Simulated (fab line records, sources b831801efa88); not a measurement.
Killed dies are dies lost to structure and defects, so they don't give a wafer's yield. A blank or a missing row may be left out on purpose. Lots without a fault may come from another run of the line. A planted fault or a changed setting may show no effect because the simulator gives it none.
Which tool did it? | flow sky130 | 11 lots, 33 wafers sampled, at 6 steps of a route of 708

WHAT THE GAUGES READ, wafer by wafer
SKY_SONOS_ONO_THK_MEAS_03. Usual: SONOS_ONO_CVD_02_THK 10.49 nm, standard deviation 0.14.
lot  | measured     | on            | SONOS_ONO_CVD_02_THK (nm) | flag
L363 | day 11 12:45 | film_metro-02 | 10.50 10.38 10.42         |
L364 | day 12 11:30 | film_metro-04 | 10.42 10.45 10.35         |
L365 | day 13 00:29 | film_metro-04 | 10.77 10.67 10.68         |
L366 | day 14 05:21 | film_metro-02 | 10.35 10.53 10.35         |
L367 | day 14 08:11 | film_metro-04 | 10.96 10.87 10.76         |
L372 | day 14 21:26 | film_metro-04 | 10.48 10.58 10.61         |
L370 | day 14 21:27 | film_metro-02 | 10.36 10.44 10.46         |
L371 | day 15 00:16 | film_metro-02 | 10.56 10.50 10.55         |
L373 | day 15 04:41 | film_metro-03 | 10.55 10.43 10.48         |
L377 | day 17 06:35 | film_metro-04 | 10.50 10.40 10.55         |
L385 | day 19 06:07 | film_metro-04 | 10.61 10.56 10.59         |

SKY_LDD_P_CD_MEAS_07: target cd 380 nm. Usual: cd_nm 381.0 nm, standard deviation 2.3.
lot  | measured     | on        | cd_nm (nm)        | flag
L363 | day 18 18:58 | cd_sem-01 | 377.4 375.6 377.0 |
L364 | day 19 21:14 | cd_sem-01 | 381.6 383.4 382.7 |
L365 | day 20 14:50 | cd_sem-02 | 383.8 381.9 381.3 |
L366 | day 22 02:20 | cd_sem-02 | 380.8 380.8 379.5 |
L367 | day 22 03:14 | cd_sem-02 | 380.6 379.8 379.6 |
L372 | day 23 00:32 | cd_sem-02 | 382.0 380.0 381.1 |
L370 | day 22 21:06 | cd_sem-01 | 378.6 379.5 376.6 |
L371 | day 22 22:56 | cd_sem-02 | 381.2 383.2 382.2 |
L373 | day 23 03:06 | cd_sem-01 | 379.6 380.3 380.3 |
L377 | day 25 13:05 | cd_sem-02 | - - -             | OFF
L385 | day 27 05:05 | cd_sem-01 | 378.5 379.3 381.0 |

SKY_LDD_P_TW_MEAS_11. Usual: LDD_P_TW 636, standard deviation 3.7.
lot  | measured     | on            | LDD_P_TW          | flag
L363 | day 18 19:22 | film_metro-01 | 631 637 635       |
L364 | day 19 21:39 | film_metro-01 | 638 635 638       |
L365 | day 20 15:13 | film_metro-01 | 631 635 631       |
L366 | day 22 02:45 | film_metro-03 | 636 635 634       |
L367 | day 22 03:39 | film_metro-04 | 640 640 635       |
L372 | day 23 00:57 | film_metro-04 | 639 637 636       |
L370 | day 22 21:30 | film_metro-04 | 640 641 641       |
L371 | day 22 23:21 | film_metro-04 | 640 635 639       |
L373 | day 23 03:29 | film_metro-04 | 640 637 639       |
L377 | day 25 13:29 | film_metro-01 | 30 30 30 30 30 30 | OFF
L385 | day 27 05:30 | film_metro-01 | 635 636 632       |

SKY_LDD_HVP_OVL_MEAS_07. Usual: LDD_HVP_OVL -0.2 nm, standard deviation 1.4.
lot  | measured     | on         | LDD_HVP_OVL (nm) | flag
L363 | day 21 06:44 | overlay-02 | -1.4 -1.9 0.0    |
L364 | day 22 10:23 | overlay-01 | 2.0 1.0 -0.4     |
L365 | day 23 03:28 | overlay-01 | 0.0 -1.5 -1.2    |
L366 | day 24 14:56 | overlay-02 | 1.3 -0.4 0.1     |
L367 | day 24 15:50 | overlay-01 | 0.9 2.9 -0.9     |
L372 | day 25 12:43 | overlay-02 | 1.4 1.0 1.6      |
L370 | day 25 08:22 | overlay-02 | -0.1 0.7 1.1     |
L371 | day 25 11:29 | overlay-02 | -2.7 -1.0 -0.2   |
L373 | day 25 13:46 | overlay-02 | -1.0 2.0 0.8     |
L385 | day 29 14:28 | overlay-01 | 0.1 0.7 -0.4     |

WHICH TOOL RAN EACH LOT (tool, then ch and the chambers of the sampled wafers, then the start)
lot  | SKY_GATE_OXIDE_STRIP_13              | SKY_LDD_P_EXPOSE_04
L363 | plasma_asher-02 ch 0,1, day 13 19:17 | iline_stepper-02 ch 0, day 18 04:14
L364 | plasma_asher-01 ch 0,1, day 14 17:59 | iline_stepper-02 ch 0, day 19 05:50
L365 | plasma_asher-02 ch 0,1, day 15 08:04 | iline_stepper-02 ch 0, day 19 23:20
L366 | plasma_asher-02 ch 0,1, day 16 18:35 | iline_stepper-02 ch 0, day 21 11:26
L367 | plasma_asher-04 ch 0,1, day 16 18:53 | iline_stepper-02 ch 0, day 21 12:44
L372 | plasma_asher-02 ch 0,1, day 17 10:56 | iline_stepper-01 ch 0, day 22 09:36
L370 | plasma_asher-04 ch 0,1, day 17 10:23 | iline_stepper-02 ch 0, day 22 05:46
L371 | plasma_asher-01 ch 0,1, day 17 10:38 | iline_stepper-01 ch 0, day 22 08:22
L373 | plasma_asher-01 ch 0,1, day 17 16:01 | iline_stepper-02 ch 0, day 22 11:55
L377 | plasma_asher-02 ch 0,1, day 20 03:02 | iline_stepper-02 ch 0, day 24 23:16
L385 | plasma_asher-02 ch 0, day 21 22:14   | iline_stepper-02 ch 0, day 26 15:04
- SKY_GATE_OXIDE_STRIP_13: strips in O2/N2.
- SKY_LDD_P_EXPOSE_04: exposes mask PSDM, target cd 380 nm.

WHAT THE TOOLS THEMSELVES READ (means of the sampled wafers that have a number; where no wafer has one, the mark that the record gives instead)
SKY_GATE_OXIDE_STRIP_13. Usual: drypump_motor_current_A 5.5 A, standard deviation 0.44; oes_product_au 0.715 a.u., standard deviation 0.0045; strip_time_to_endpoint_s 14.16 s, standard deviation 0.041.
lot  | tool            | drypump_motor_current_A (A) | oes_product_au (a.u.) | strip_time_to_endpoint_s (s) | flag
L363 | plasma_asher-02 | 5.7                         | 0.716                 | 14.15                        |
L364 | plasma_asher-01 | 5.4                         | 0.716                 | 14.15                        |
L365 | plasma_asher-02 | 5.7                         | 0.717                 | 14.14                        |
L366 | plasma_asher-02 | 5.2                         | 0.713                 | 14.15                        |
L367 | plasma_asher-04 | 5.8                         | 0.718                 | 14.18                        |
L372 | plasma_asher-02 | 5.2                         | 0.714                 | 14.13                        |
L370 | plasma_asher-04 | 5.8                         | 0.713                 | 14.15                        |
L371 | plasma_asher-01 | 5.4                         | 0.715                 | 14.20                        |
L373 | plasma_asher-01 | 5.4                         | 0.715                 | 14.09                        |
L377 | plasma_asher-02 | 5.7                         | 0.714                 | 14.09                        |
L385 | plasma_asher-02 | 6.1                         | 0.713                 | 14.20                        |

SKY_LDD_P_EXPOSE_04. Usual: exposure_dose_mJ_cm2 137.95, standard deviation 0.13.
lot  | tool             | exposure_dose_mJ_cm2 | flag
L363 | iline_stepper-02 | 137.94               |
L364 | iline_stepper-02 | 137.84               |
L365 | iline_stepper-02 | 137.87               |
L366 | iline_stepper-02 | 137.94               |
L367 | iline_stepper-02 | 137.90               |
L372 | iline_stepper-01 | 138.04               |
L370 | iline_stepper-02 | 137.87               |
L371 | iline_stepper-01 | 137.88               |
L373 | iline_stepper-02 | 137.86               |
L377 | iline_stepper-02 | 138.18               |
L385 | iline_stepper-02 | 138.02               |

THE ANSWER, worked out from the rows above alone
Rule: a lot is off if the mean of its wafers that have a number lies more than 3 standard deviations from the usual mean. A lot without any number at a reading at which 4 lots or more have one is off too. The other lots that the step has rows for count as sound. The gauges are gone through in route order, then the tools' own readings, and for those a lot's mean is taken as printed above. The first step at which some lot is off is used, and at that step the reading that is off furthest; a lot without a number counts as furthest.
Off: L377, at SKY_LDD_P_CD_MEAS_07 (cd_nm). Without a number there: L377.
A tool fits if, at a process step before that reading, it ran every lot that is off, and no sound lot after the first of them. The gauges at SKY_LDD_P_CD_MEAS_07 aren't tried: what is off there is off at SKY_LDD_P_TW_MEAS_11 too, on other tools, and a gauge's error can't cause that. None of those tried fits.

WHAT THE SIMULATOR HAD PUT IN
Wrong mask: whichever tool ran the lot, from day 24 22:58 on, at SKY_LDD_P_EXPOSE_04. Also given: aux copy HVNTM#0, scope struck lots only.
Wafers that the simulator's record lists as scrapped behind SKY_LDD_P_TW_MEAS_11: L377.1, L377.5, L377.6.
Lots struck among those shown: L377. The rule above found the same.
